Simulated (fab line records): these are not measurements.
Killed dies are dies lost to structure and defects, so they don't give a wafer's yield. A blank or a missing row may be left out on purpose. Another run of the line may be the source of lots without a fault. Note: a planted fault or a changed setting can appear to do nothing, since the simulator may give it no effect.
fab line records ; flow sky130
[record] lots = 6; wafers = 18; lastDay = 49
route steps=708 shown VT_ADJUST_NCORE@128 VT_ADJUST_HVTR@131 PAD_OPEN@708
lots that met no fault: taken from a fault-free run of the same line
startH: the number of hours between the record's first day and the start of the first shown wafer of the lot ; waitH: hours elapsed since this lot's preceding step ; " as in the row above ; L1.1+2: several wafers, shown together as one row ; - no value, or no start given ; * or withheld: withheld ; < > ~ a bound
route shown NAME@n: NAME is a module with steps in the file, n the number in the route of the first one ; usual: the fault-free wafers' mean and standard deviation ; same: alike in all rows ; chamber/n: place in a boat ; sites: each site's reading ; _std_site: standard deviation of those values ; _edge_site: the outer-site mean with the inner-site mean subtracted ; radiusMm: how far each site lies from the wafer's centre ; mask NAME#n: copy n ; behind: the tool/chamber that last shaped the wafer ; hold: why the lot went on hold/how many hours it stayed there/how the hold came to an end ; device: the n, p or np transistor that did not switch ; end of line: the route-end tests of the same wafers ; a step with no rows: only its recipe ; killed: the dies lost at the first sort to structure and to defects; this is not the yield of the wafer ; map: shows each die of a wafer: x if killed, . if not, _ if none is there
set.NAME: the setting the step ran with; set.NAME@STEP: the setting that earlier step ran with ; model.NAME: the simulator's own value behind a step, which no gauge read
certain route steps with their lots: each step a table, each wafer a row
services: a tool's chamber out of use, with start hour (startH, from the record's first day; less than 0 if before it), hours out, and reason
[[steps]]
[step SKY_VT_ADJUST_NCORE_IMPLANT_09]
[recipe] species = B; energyKev = 10; doseCm2 = 2.4e+12; tiltDeg = withheld
[step SKY_VT_ADJUST_NCORE_STRIP_10]
[recipe] chemistry = O2/N2; powerW = 1400; pressureMtorr = 1500; platenTempC = withheld; o2FlowSccm = 3000; n2FlowSccm = 300; overashFraction = 0.5
[usual] drypumpMotorCurrentA = 5.96/0.3; o2FlowSccm = 2999/8.8; oesProductAu = 0.716/0.0044; stripTimeToEndpointS = 14.19/0.043
lot.wafer;tool;chamber;startH;waitH;drypumpMotorCurrentA;o2FlowSccm;oesProductAu;rfHoursCounterH;stripTimeToEndpointS
L808.1;plasmaAsher-01;1;205.09;0.1;5.49;3008;0.713;51;14.26
L808.4;plasmaAsher-01;0;205.09;0.1;5.80;3001;0.711;-;14.24
L808.6;plasmaAsher-01;0;205.09;0.1;5.84;3001;0.711;-;14.22
L809.3;plasmaAsher-01;0;209.04;0.1;5.81;2998;0.713;-;14.16
L809.4;plasmaAsher-01;1;209.04;0.1;5.45;3002;0.715;-;14.18
L809.5;plasmaAsher-01;1;209.04;0.1;5.43;3011;0.710;-;14.19
L812.2;plasmaAsher-01;0;232.14;0.1;5.80;2998;0.720;55;14.24
L812.4;plasmaAsher-01;0;232.14;0.1;5.79;3010;0.715;-;14.21
L812.6;plasmaAsher-01;1;232.14;0.1;5.45;3009;0.711;-;14.22
L823.1;plasmaAsher-03;1;311.80;0.1;6.20;2996;0.711;18;14.20
L823.2;plasmaAsher-03;0;311.80;0.1;5.70;2992;0.711;18;14.21
L823.6;plasmaAsher-03;1;311.80;0.1;6.19;2982;0.719;-;14.21
L824.1;plasmaAsher-02;0;319.31;0.1;6.04;2998;0.712;52;14.22
L824.2;plasmaAsher-02;1;319.31;0.1;6.35;3010;0.721;52;14.15
L824.5;plasmaAsher-02;1;319.31;0.1;6.32;3020;0.718;-;14.19
L825.2;plasmaAsher-03;0;325.11;0.1;5.71;2993;0.711;19;14.14
L825.4;plasmaAsher-03;0;325.11;0.1;5.71;3001;0.715;-;14.21
L825.6;plasmaAsher-03;0;325.11;0.1;5.71;2997;0.710;-;14.16
[step SKY_VT_ADJUST_NCORE_TW_MEAS_11]
[usual] VT_ADJUST_NCORE_TW = 218.1/2.1
lot.wafer;tool;chamber;startH;waitH;VT_ADJUST_NCORE_TW
L808.1;filmMetro-02;-;205.19;0.1;216.3
L808.4;filmMetro-02;-;205.19;0.1;215.6
L808.6;filmMetro-02;-;205.19;0.1;214.5
L809.3;filmMetro-01;-;209.13;0.1;218.2
L809.4;filmMetro-01;-;209.13;0.1;218.3
L809.5;filmMetro-01;-;209.13;0.1;217.0
L812.2;filmMetro-01;-;232.25;0.1;217.9
L812.4;filmMetro-01;-;232.25;0.1;216.2
L812.6;filmMetro-01;-;232.25;0.1;219.1
L823.1;filmMetro-02;-;311.90;0.1;215.8
L823.2;filmMetro-02;-;311.90;0.1;216.3
L823.6;filmMetro-02;-;311.90;0.1;215.1
L824.1;filmMetro-02;-;319.41;0.1;214.7
L824.2;filmMetro-02;-;319.41;0.1;215.6
L824.5;filmMetro-02;-;319.41;0.1;214.3
L825.2;filmMetro-02;-;325.22;0.1;216.4
L825.4;filmMetro-02;-;325.22;0.1;214.4
L825.6;filmMetro-02;-;325.22;0.1;215.7
[step SKY_VT_ADJUST_HVTR_DEHYDRATE_00]
[recipe] tempC = 200; timeS = 60
[step SKY_VT_ADJUST_HVTR_HMDS_01]
[recipe] primeTimeS = 60; primeTempC = 120
[step SKY_VT_ADJUST_HVTR_COAT_02]
[recipe] resist = NOVOLAK; spinRpm = 3000; resistThkNm = 1140
[step SKY_VT_ADJUST_HVTR_SOFTBAKE_03]
[recipe] tempC = 90; timeS = 60; resist = NOVOLAK
[step SKY_VT_ADJUST_HVTR_EXPOSE_04]
[recipe] maskId = HVTRM; targetCdNm = 380; na = 0.6; sourceShape = conventional; sigmaOuter = 0.6; doseMj = 150
[step SKY_VT_ADJUST_HVTR_PEB_05]
[recipe] tempC = withheld; timeS = *; resist = NOVOLAK
[step SKY_VT_ADJUST_HVTR_DEVELOP_06]
[recipe] developTimeS = 60; devTempC = 23
[step SKY_VT_ADJUST_HVTR_CD_MEAS_07]
[recipe] targetCdNm = 380
[usual] cdNm = 379.1/2.3
lot.wafer;tool;chamber;startH;waitH;cdNm
L808.1;cdSem-02;-;227.38;0.1;381.9
L808.4;cdSem-02;-;227.38;0.1;378.5
L808.6;cdSem-02;-;227.38;0.1;378.2
L809.3;cdSem-02;-;231.53;0.1;380.1
L809.4;cdSem-02;-;231.53;0.1;377.5
L809.5;cdSem-02;-;231.53;0.1;377.8
L812.2;cdSem-01;-;255.95;0.1;376.0
L812.4;cdSem-01;-;255.95;0.1;375.1
L812.6;cdSem-01;-;255.95;0.1;377.5
L823.1;cdSem-02;-;337.89;0.1;380.5
L823.2;cdSem-02;-;337.89;0.1;378.0
L823.6;cdSem-02;-;337.89;0.1;380.9
L824.1;cdSem-01;-;345.90;0.1;380.0
L824.2;cdSem-01;-;345.90;0.1;381.4
L824.5;cdSem-01;-;345.90;0.1;379.8
L825.2;cdSem-02;-;352.02;0.1;382.7
L825.4;cdSem-02;-;352.02;0.1;384.2
L825.6;cdSem-02;-;352.02;0.1;381.7
[step SKY_VT_ADJUST_HVTR_OVL_MEAS_08]
[usual] VT_ADJUST_HVTR_OVL = -0.8/1.4
lot.wafer;tool;chamber;startH;waitH;VT_ADJUST_HVTR_OVL[nm]
L808.1;overlay-02;-;227.50;0.1;-2.5
L808.4;overlay-02;-;227.50;0.1;-2.8
L808.6;overlay-02;-;227.50;0.1;-1.4
L809.3;overlay-01;-;231.62;0.1;1.2
L809.4;overlay-01;-;231.62;0.1;1.7
L809.5;overlay-01;-;231.62;0.1;0.6
L812.2;overlay-01;-;256.06;0.1;-0.2
L812.4;overlay-01;-;256.06;0.1;-0.1
L812.6;overlay-01;-;256.06;0.1;0.0
L823.1;overlay-02;-;338.01;0.1;-2.9
L823.2;overlay-02;-;338.01;0.1;-0.2
L823.6;overlay-02;-;338.01;0.1;-1.6
L824.1;overlay-01;-;346.02;0.1;-0.7
L824.2;overlay-01;-;346.02;0.1;-2.1
L824.5;overlay-01;-;346.02;0.1;-1.4
L825.2;overlay-01;-;352.13;0.1;-1.2
L825.4;overlay-01;-;352.13;0.1;-0.4
L825.6;overlay-01;-;352.13;0.1;-0.3
[step SKY_VT_ADJUST_HVTR_IMPLANT_09]
[recipe] species = B; energyKev = 10; doseCm2 = 2.1e+12; tiltDeg = withheld
[usual] beamOnS = 9.99/0.19; endStationPressureTorr = 5.06e-06/2.4e-07; faradayCurrentUA = 11.86/0.23
lot.wafer;tool;chamber;startH;waitH;beamOnS;endStationPressureTorr;faradayCurrentUA
L808.1;implanter-02;0;227.54;0.0;10.12;5.08e-06;11.74
L808.4;implanter-02;0;227.54;0.0;10.00;4.93e-06;11.84
L808.6;implanter-02;0;227.54;0.0;10.11;4.88e-06;11.68
L809.3;implanter-02;0;231.70;0.1;9.59;5.09e-06;12.26
L809.4;implanter-02;0;231.70;0.1;9.99;5.48e-06;11.90
L809.5;implanter-02;0;231.70;0.1;9.96;5.23e-06;11.94
L812.2;implanter-04;0;256.11;0.0;10.05;4.81e-06;11.75
L812.4;implanter-04;0;256.11;0.0;9.87;5.03e-06;11.95
L812.6;implanter-04;0;256.11;0.0;10.09;5.15e-06;11.76
L823.1;implanter-02;0;338.13;0.1;9.62;4.95e-06;12.32
L823.2;implanter-02;0;338.13;0.1;9.96;5.12e-06;11.92
L823.6;implanter-02;0;338.13;0.1;10.16;5.18e-06;11.63
L824.1;implanter-02;0;346.06;0.0;12.65;0.00010718;9.42
L824.2;implanter-02;0;346.06;0.0;12.29;0.00011947;9.73
L824.5;implanter-02;0;346.06;0.0;12.75;0.00010801;9.41
L825.2;implanter-02;0;352.18;0.0;12.22;0.00010923;9.76
L825.4;implanter-02;0;352.18;0.0;12.10;0.00011041;9.82
L825.6;implanter-02;0;352.18;0.0;12.38;0.00011431;9.66
[step SKY_VT_ADJUST_HVTR_STRIP_10]
[recipe] chemistry = O2/N2; powerW = 1400; pressureMtorr = 1500; platenTempC = withheld; o2FlowSccm = 3000; n2FlowSccm = 300; overashFraction = 0.5
[usual] drypumpMotorCurrentA = 5.94/0.27; o2FlowSccm = 2999/8.7; oesProductAu = 0.716/0.0042; stripTimeToEndpointS = 14.18/0.043
lot.wafer;tool;chamber;startH;waitH;drypumpMotorCurrentA;o2FlowSccm;oesProductAu;rfHoursCounterH;stripTimeToEndpointS
L808.1;plasmaAsher-03;1;227.69;0.1;6.18;2987;0.709;11;14.11
L808.4;plasmaAsher-03;0;227.69;0.1;5.71;2999;0.709;-;14.10
L808.6;plasmaAsher-03;0;227.69;0.1;5.70;3001;0.715;-;14.18
L809.3;plasmaAsher-01;1;231.83;0.1;5.48;2988;0.712;-;14.20
L809.4;plasmaAsher-01;0;231.83;0.1;5.80;3014;0.722;-;14.20
L809.5;plasmaAsher-01;0;231.83;0.1;5.82;2996;0.712;-;14.18
L812.2;plasmaAsher-03;0;256.24;0.1;5.70;2984;0.720;12;14.21
L812.4;plasmaAsher-03;0;256.24;0.1;5.71;2985;0.717;-;14.24
L812.6;plasmaAsher-03;1;256.24;0.1;6.18;3008;0.717;-;14.23
L823.1;plasmaAsher-01;1;338.28;0.1;5.46;2999;0.712;65;14.15
L823.2;plasmaAsher-01;0;338.28;0.1;5.83;2996;0.713;65;14.21
L823.6;plasmaAsher-01;1;338.28;0.1;5.45;3007;0.713;-;14.16
L824.1;plasmaAsher-03;1;346.21;0.1;6.18;2991;0.717;21;14.25
L824.2;plasmaAsher-03;0;346.21;0.1;5.71;2998;0.720;21;14.21
L824.5;plasmaAsher-03;0;346.21;0.1;5.72;2995;0.718;-;14.20
L825.2;plasmaAsher-03;0;352.31;0.1;5.71;3004;0.715;22;14.19
L825.4;plasmaAsher-03;0;352.31;0.1;5.71;2981;0.718;-;14.18
L825.6;plasmaAsher-03;1;352.31;0.1;6.18;2989;0.718;-;14.15
[step SKY_VT_ADJUST_HVTR_TW_MEAS_11]
[usual] VT_ADJUST_HVTR_TW = 210.5/2.2
lot.wafer;tool;chamber;startH;waitH;hold;VT_ADJUST_HVTR_TW
L808.1;filmMetro-03;-;227.79;0.1;-;209.6
L808.4;filmMetro-03;-;227.79;0.1;-;208.6
L808.6;filmMetro-03;-;227.79;0.1;-;209.0
L809.3;filmMetro-04;-;231.92;0.1;-;213.1
L809.4;filmMetro-04;-;231.92;0.1;-;213.4
L809.5;filmMetro-04;-;231.92;0.1;-;213.4
L812.2;filmMetro-01;-;256.35;0.1;-;208.6
L812.4;filmMetro-01;-;256.35;0.1;-;208.5
L812.6;filmMetro-01;-;256.35;0.1;-;208.8
L823.1;filmMetro-01;-;338.38;0.1;-;208.3
L823.2;filmMetro-01;-;338.38;0.1;-;209.7
L823.6;filmMetro-01;-;338.38;0.1;-;209.0
L824.1;filmMetro-01;-;346.31;0.1;awaitDispo/0.2h/release;222.4
L824.2;filmMetro-01;-;346.31;0.1;awaitDispo/0.2h/release;222.5
L824.5;filmMetro-01;-;346.31;0.1;awaitDispo/0.2h/release;222.0
L824.1;filmMetro-01;-;346.53;0.2;-;221.6
L824.2;filmMetro-01;-;346.53;0.2;-;222.5
L824.5;filmMetro-01;-;346.53;0.2;-;221.6
L825.2;filmMetro-01;-;352.42;0.1;awaitDispo/0.2h/release;223.2
L825.4;filmMetro-01;-;352.42;0.1;awaitDispo/0.2h/release;222.4
L825.6;filmMetro-01;-;352.42;0.1;awaitDispo/0.2h/release;223.3
L825.2;filmMetro-01;-;352.64;0.2;-;222.5
L825.4;filmMetro-01;-;352.64;0.2;-;221.8
L825.6;filmMetro-01;-;352.64;0.2;-;222.8
[step SKY_PAD_OPEN_PROBE_99]
[usual] killed_at_M0_to_M3 = 43/6.8; killed_at_M4_up = 3.3/2.1; killedAtContacts = 24/5; killedAtFrontEnd = 15/4.4; killedAtOther = 0.3/0.57; killedDies = 86/9.7; killedOpen = 47/7.3; killedShort = 39/6.1
[same] grossDies = 492; killedAtBackSide = 0
lot.wafer;tool;chamber;startH;waitH;killed_at_M0_to_M3;killed_at_M4_up;killedAtContacts;killedAtFrontEnd;killedAtOther;killedDies;killedOpen;killedShort;model.etest.pfet_01v8_mvt.driveUaUm;model.etest.pfet_01v8_mvt.offLog10AUm;model.etest.pfet_01v8_mvt.vtSatV;model.etest.pfet_01v8_mvt.vtV;model.etest.pfet_01v8_mvt.vtLongV
L808.1;prober-01;-;1103.21;0.1;39;10;28;24;2;103;52;47;155.5;-10.18;-0.5333;-0.6225;-0.8345
L808.4;prober-01;-;1103.36;0.2;53;7;22;12;1;95;49;45;157.1;-10.37;-0.5416;-0.6305;-0.8408
L809.3;prober-02;-;1103.69;0.2;47;2;27;17;0;93;59;34;152.2;-10.82;-0.5681;-0.6509;-0.8535
L809.4;prober-02;-;1103.74;0.2;39;5;25;19;0;88;53;35;154.6;-10.59;-0.5563;-0.6463;-0.8561
L809.5;prober-02;-;1103.79;0.2;29;2;28;9;0;68;39;29;158.9;-10.28;-0.5394;-0.6297;-0.843
L812.2;prober-01;-;1128.82;0.1;43;4;18;12;0;77;35;41;153.1;-10.3;-0.543;-0.6319;-0.8423
L812.4;prober-01;-;1128.92;0.2;42;2;18;18;0;80;42;37;153.8;-10.2;-0.5355;-0.6274;-0.8385
L812.6;prober-01;-;1129.02;0.2;39;1;21;7;0;68;43;25;156.4;-10.16;-0.5244;-0.6196;-0.8358
L823.1;prober-02;-;1176.86;0.1;39;2;21;10;0;72;37;33;152.2;-10.48;-0.5593;-0.6512;-0.86
L823.2;prober-02;-;1176.91;0.1;43;2;21;10;0;76;40;34;152.7;-10.43;-0.552;-0.6389;-0.8531
L823.6;prober-02;-;1177.11;0.2;40;6;27;9;0;82;51;31;153.2;-10.61;-0.5461;-0.6358;-0.8484
L824.1;prober-02;-;1185.24;0.1;56;4;24;18;0;102;49;53;156.4;-9.785;-0.4947;-0.5913;-0.8072
L824.2;prober-02;-;1185.29;0.1;47;3;24;9;0;83;46;37;154.3;-9.837;-0.5018;-0.5963;-0.8065
L824.5;prober-02;-;1185.44;0.2;44;3;44;16;0;107;55;48;157.2;-9.853;-0.5006;-0.5936;-0.8088
L825.2;prober-02;-;1186.76;0.1;48;4;25;17;0;94;55;39;160.6;-9.775;-0.4883;-0.5869;-0.8017
L825.4;prober-02;-;1186.86;0.2;44;4;31;18;0;97;54;43;159.9;-9.826;-0.5011;-0.5936;-0.8098
L825.6;prober-02;-;1186.96;0.2;33;0;15;21;0;69;33;36;159.3;-9.85;-0.5;-0.5987;-0.8144
// killed by level:class
L808.1 LI_CONTACT:geometricParticle:open=9 CONTACT:geometricParticle:open=8 METAL4:geometricParticle:short=8 POLY_GATE:geometricParticle:open=6 METAL2:geometricParticle:short=6 VIA3:geometricParticle:open=6 CONTACT:geometricParticle:short=6 METAL1:geometricParticle:short=5
L808.4 VIA1:geometricParticle:open=10 VIA3:geometricParticle:open=9 VIA2:geometricParticle:open=8 CONTACT:geometricParticle:open=8 LI_CONTACT:geometricParticle:open=7 VIA2:geometricParticle:short=7 METAL4:geometricParticle:short=6 VIA1:geometricParticle:short=5
L809.3 CONTACT:geometricParticle:open=18 VIA1:geometricParticle:open=11 VIA3:geometricParticle:open=7 METAL1:geometricParticle:short=7 VIA1:geometricParticle:short=6 SPACER:geometricParticle:open=4 VIA2:geometricParticle:open=4 FIELD_ISO:geometricParticle:open=3
L809.4 CONTACT:geometricParticle:open=11 FIELD_ISO:geometricParticle:open=8 VIA1:geometricParticle:open=7 VIA2:geometricParticle:open=7 LOCAL_INTERCONNECT:geometricParticle:short=5 CONTACT:geometricParticle:short=5 METAL2:geometricParticle:short=4 VIA2:geometricParticle:short=4
L809.5 CONTACT:geometricParticle:open=11 METAL1:geometricParticle:short=8 LI_CONTACT:geometricParticle:open=5 LI_CONTACT:geometricParticle:short=5 VIA1:geometricParticle:open=5 VIA2:geometricParticle:open=4 FIELD_ISO:geometricParticle:short=3 VIA3:geometricParticle:open=3
L812.2 CONTACT:geometricParticle:open=6 METAL2:geometricParticle:short=6 VIA2:geometricParticle:short=6 VIA3:geometricParticle:open=5 METAL1:geometricParticle:short=5 FIELD_ISO:geometricParticle:open=4 LI_CONTACT:geometricParticle:short=4 LOCAL_INTERCONNECT:geometricParticle:short=4
L812.4 LI_CONTACT:geometricParticle:open=7 VIA1:geometricParticle:open=7 VIA2:geometricParticle:open=7 POLY_GATE:geometricParticle:short=6 VIA3:geometricParticle:open=6 VIA2:geometricParticle:short=6 POLY_GATE:geometricParticle:open=5 METAL1:geometricParticle:short=5
L812.6 CONTACT:geometricParticle:open=11 VIA3:geometricParticle:open=9 VIA2:geometricParticle:open=7 VIA1:geometricParticle:open=6 LOCAL_INTERCONNECT:geometricParticle:short=4 METAL2:geometricParticle:short=4 FIELD_ISO:geometricParticle:open=3 VIA2:geometricParticle:short=3
L823.1 VIA1:geometricParticle:open=8 CONTACT:geometricParticle:open=6 METAL2:geometricParticle:short=6 VIA2:geometricParticle:open=6 VIA3:geometricParticle:open=6 CONTACT:geometricParticle:short=5 FIELD_ISO:geometricParticle:open=4 LI_CONTACT:geometricParticle:open=4
L823.2 CONTACT:geometricParticle:open=13 VIA1:geometricParticle:open=8 VIA2:geometricParticle:open=6 METAL3:geometricParticle:short=6 VIA3:geometricParticle:open=6 METAL1:geometricParticle:short=5 FIELD_ISO:geometricParticle:short=4 CONTACT:geometricParticle:short=3
L823.6 VIA1:geometricParticle:open=14 LI_CONTACT:geometricParticle:open=12 CONTACT:geometricParticle:short=6 CONTACT:geometricParticle:open=5 VIA3:geometricParticle:open=5 VIA1:geometricParticle:short=4 FIELD_ISO:geometricParticle:open=4 METAL1:geometricParticle:short=4
L824.1 VIA1:geometricParticle:open=11 LI_CONTACT:geometricParticle:open=9 VIA1:geometricParticle:short=9 POLY_GATE:geometricParticle:short=7 CONTACT:geometricParticle:open=7 METAL1:geometricParticle:short=7 METAL2:geometricParticle:short=6 POLY_GATE:geometricParticle:open=6
L824.2 CONTACT:geometricParticle:open=14 VIA1:geometricParticle:open=10 METAL1:geometricParticle:short=7 VIA2:geometricParticle:open=7 VIA1:geometricParticle:short=5 CONTACT:geometricParticle:short=4 POLY_GATE:geometricParticle:short=3 LI_CONTACT:geometricParticle:open=3
L824.5 CONTACT:geometricParticle:open=14 VIA1:geometricParticle:open=12 LI_CONTACT:geometricParticle:open=10 LOCAL_INTERCONNECT:geometricParticle:short=8 CONTACT:geometricParticle:short=8 VIA2:geometricParticle:open=6 POLY_GATE:geometricParticle:short=5 VIA1:geometricParticle:short=5
L825.2 VIA3:geometricParticle:open=10 CONTACT:geometricParticle:open=8 VIA1:geometricParticle:open=8 LI_CONTACT:geometricParticle:open=7 METAL2:geometricParticle:short=7 METAL1:geometricParticle:short=7 LOCAL_INTERCONNECT:geometricParticle:short=6 VIA2:geometricParticle:open=5
L825.4 VIA1:geometricParticle:open=14 LI_CONTACT:geometricParticle:open=9 CONTACT:geometricParticle:open=9 POLY_GATE:geometricParticle:open=6 VIA2:geometricParticle:open=6 CONTACT:geometricParticle:short=5 LOCAL_INTERCONNECT:geometricParticle:short=5 METAL1:geometricParticle:short=4
L825.6 VIA1:geometricParticle:open=10 FIELD_ISO:geometricParticle:short=8 CONTACT:geometricParticle:open=7 METAL1:geometricParticle:short=6 METAL3:geometricParticle:short=6 POLY_GATE:geometricParticle:short=4 LI_CONTACT:geometricParticle:open=4 VIA1:geometricParticle:short=4
[[services]]
tool;chamber;startH;hours;kind
implanter-02;-;215.14;4.4;repair
plasmaAsher-03;-;229.38;14.1;repair
implanter-04;-;262.56;2.2;repair
implanter-02;-;287.55;4.4;pm
implanter-02;-;304.46;1.5;repair
implanter-02;-;307.87;5.8;pm
[[key]]
[firstSign] step = SKY_VT_ADJUST_HVTR_IMPLANT_09; reading = endStationPressureTorr; direction = up; sigmas = 99+; usual = 5.06e-06; struck = 0.00011143
[effect] step = SKY_VT_ADJUST_HVTR_IMPLANT_09; reading = beamOnS; direction = up; sigmas = 12; usual = 9.99; struck = 12.40
[effect] step = SKY_VT_ADJUST_HVTR_TW_MEAS_11; reading = visit; direction = added
[effect] step = SKY_VT_ADJUST_HVTR_TW_MEAS_11; reading = VT_ADJUST_HVTR_TW; direction = up; sigmas = 5.6; usual = 210.5; struck = 222.6
[modelEffect] step = SKY_PAD_OPEN_PROBE_99; value = etest.pfet_01v8_mvt.driveUaUm; without = 148.2; struck = 158
metAt SKY_VT_ADJUST_HVTR_IMPLANT_09
struckWafers L824.1,L824.2,L824.5,L825.2,L825.4,L825.6
testerLeftOut L824,L825
onsetBetween 338.13 346.06
[fault] kind = processParameterDrift; tool = implanter-02; chamber = -; onsetH = 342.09; steps = SKY_VT_ADJUST_HVTR_IMPLANT_09; channel = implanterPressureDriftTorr; offset = 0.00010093; shape = step; endH = 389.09
[fault] kind = processParameterDrift; tool = implanter-02; chamber = -; onsetH = 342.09; steps = SKY_VT_ADJUST_HVTR_IMPLANT_09; channel = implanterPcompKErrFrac; offset = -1; shape = step; endH = 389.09
// testerLeftOut: of these lots the tester's yield and bins aren't shown, on N5 and GAA mostly nor the transistor test; their killed dies are dies lost to structure and defects alone, not to doping, threshold or leakage, so they don't give the yield
